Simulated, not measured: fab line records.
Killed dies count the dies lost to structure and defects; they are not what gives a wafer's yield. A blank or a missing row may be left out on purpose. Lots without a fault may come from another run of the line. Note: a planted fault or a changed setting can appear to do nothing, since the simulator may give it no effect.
2 desks looking at one fault / flow sfq-line / only its own numbers are on each desk; what lay behind them is given at the end

## AT THE METROLOGY DESK
What the gauges read for every lot (on any tool): the sampled wafers with a number, averaged. If a lot's mean is further than 4 standard deviations from the usual mean, the lot is out of limits and carries the mark OUT (the distance appears in the brackets).
Columns: A = L0V_OVL at SFQ_L0V_OVL_MEAS_903, usual 1 nm
lot=L892; first seen here=day 7 11:47; A=-5
lot=L898; first seen here=day 9 23:04; A=2
lot=L899; first seen here=day 10 05:04; A=7
lot=L903; first seen here=day 11 08:40; A=-8
lot=L914; first seen here=day 14 23:12; A=1
lot=L915; first seen here=day 15 06:23; A=5
Finding of this desk: none of the 6 lots has anything out of limits.

## DESK OF THE TOOL OWNER: rie-diel-01
The tool's own readings at SFQ_TRILAYER_L0_VIA_BARC_OPEN_VIA_ETCH_021 (etches BARC in O2, target depth 125 nm, time 41.7 s): means of the sampled wafers that have a number, for each lot that ran on this tool. If a lot's mean is further than 4 standard deviations from the usual mean, the lot is out of limits and carries the mark OUT (the distance appears in the brackets).
Columns: A = drypump-motor-current-A at SFQ_TRILAYER_L0_VIA_BARC_OPEN_VIA_ETCH_021, usual 5.4 A; B = oes-product-au at SFQ_TRILAYER_L0_VIA_BARC_OPEN_VIA_ETCH_021, usual 0.685 a.u.; C = run-length-s at SFQ_TRILAYER_L0_VIA_BARC_OPEN_VIA_ETCH_021, usual 70.1 s
lot=L899; first seen here=day 10 05:05; A=5.9; B=0.674; C=71.0
lot=L903; first seen here=day 11 08:41; A=5.6; B=0.678; C=71.4
lot=L914; first seen here=day 14 23:13; A=5.8; B=0.684; C=70.2
Finding of this desk: none of the 3 lots has anything out of limits.

## PUT TOGETHER
Metrology desk: nothing out of limits seen.
The desk of the tool owner found nothing out of limits.

## WHAT THE SIMULATOR HAD PUT IN
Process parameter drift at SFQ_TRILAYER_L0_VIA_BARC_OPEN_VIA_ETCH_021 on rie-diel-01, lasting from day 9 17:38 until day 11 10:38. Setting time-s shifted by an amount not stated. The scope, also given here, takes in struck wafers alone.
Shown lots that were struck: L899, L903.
